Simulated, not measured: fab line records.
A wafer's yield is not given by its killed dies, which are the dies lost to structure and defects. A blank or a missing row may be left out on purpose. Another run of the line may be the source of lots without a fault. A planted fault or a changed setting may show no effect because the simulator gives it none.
What tool caused it?    flow sky130    39 wafers from 13 lots sampled at 2 of the route's 708 steps

WHAT EACH GAUGE READ, for each wafer
SKY_PWDE_OVL_MEAS_07. Usual: PWDE_OVL gives 0.1 nm (standard deviation 1.3).
lot   measured     on          PWDE_OVL (nm)   flag
L414  day 4 06:21  overlay-01  -1.7 -1.2 -1.8  
L413  day 4 06:27  overlay-02  -0.2 0.8 0.6    
L415  day 4 12:49  overlay-01  -0.3 -1.0 -0.1  
L416  day 4 18:21  overlay-01  -2.1 -2.2 -2.9  
L418  day 5 09:33  overlay-02  0.9 -1.9 -0.1   
L426  day 7 05:53  overlay-01  -0.5 2.3 2.7    
L427  day 7 07:37  overlay-02  2.2 0.7 0.4     
L428  day 7 15:06  overlay-02  -0.1 0.8 0.8    
L429  day 7 19:18  overlay-02  -1.2 -0.4 -2.2  
L430  day 8 00:04  overlay-02  0.3 -0.9 0.0    
L431  day 8 06:14  overlay-02  0.7 -0.6 2.0    
L433  day 8 21:23  overlay-02  1.5 2.8 0.4     
L434  day 9 00:23  overlay-02  -1.4 -1.3 1.3   

SKY_VT_ADJUST_HVTP_TW_MEAS_11. Usual: VT_ADJUST_HVTP_TW gives 1349 (standard deviation 5.6).
lot   measured      on            VT_ADJUST_HVTP_TW  flag
L414  day 6 14:04   filmMetro-03  1350 1360 1344     
L413  day 6 14:13   filmMetro-04  1363 1359 1354     
L415  day 6 21:16   filmMetro-03  1352 1354 1357     
L416  day 7 03:50   filmMetro-03  1353 1352 1348     
L418  day 7 21:02   filmMetro-02  1343 1350 1357     
L426  day 9 23:10   filmMetro-02  1353 1352 1357     
L427  day 10 00:46  filmMetro-02  1353 1342 1354     
L428  day 10 09:16  filmMetro-02  1343 1345 1347     
L429  day 10 13:58  filmMetro-04  1336 1337 1339     
L430  day 10 18:16  filmMetro-04  1352 1336 1349     
L431  day 11 02:17  filmMetro-02  1352 1350 1350     
L433  day 11 19:16  filmMetro-02  1345 1344 1352     
L434  day 11 23:18  filmMetro-02  1348 1344 1349     

WHAT TOOL EACH LOT RAN ON (gives the tool, then ch and the chambers of the sampled wafers, and finally the start)
No process step before these readings appears in the record.

WHAT THE TOOLS THEMSELVES READ (means of the sampled wafers that have a number; where no wafer has one, the mark that the record gives instead)
The record holds no such reading with a usual standard deviation.

THE ANSWER, worked out from the rows above alone
Rule: a lot counts as off when the mean over its wafers that have a number is more than 3 standard deviations away from the usual mean. A lot without any number at a reading at which 4 lots or more have one is off too. The other lots that the step has rows for count as sound. Order of review: gauges by route order, followed by the tools' own readings, for which a lot's mean as printed above is used. At the first step where some lot is off, the reading lying furthest off is the one used; lots without a number count as furthest.
None of the lots is off at any reading shown; this tells nothing.

WHAT THE SIMULATOR PUT IN
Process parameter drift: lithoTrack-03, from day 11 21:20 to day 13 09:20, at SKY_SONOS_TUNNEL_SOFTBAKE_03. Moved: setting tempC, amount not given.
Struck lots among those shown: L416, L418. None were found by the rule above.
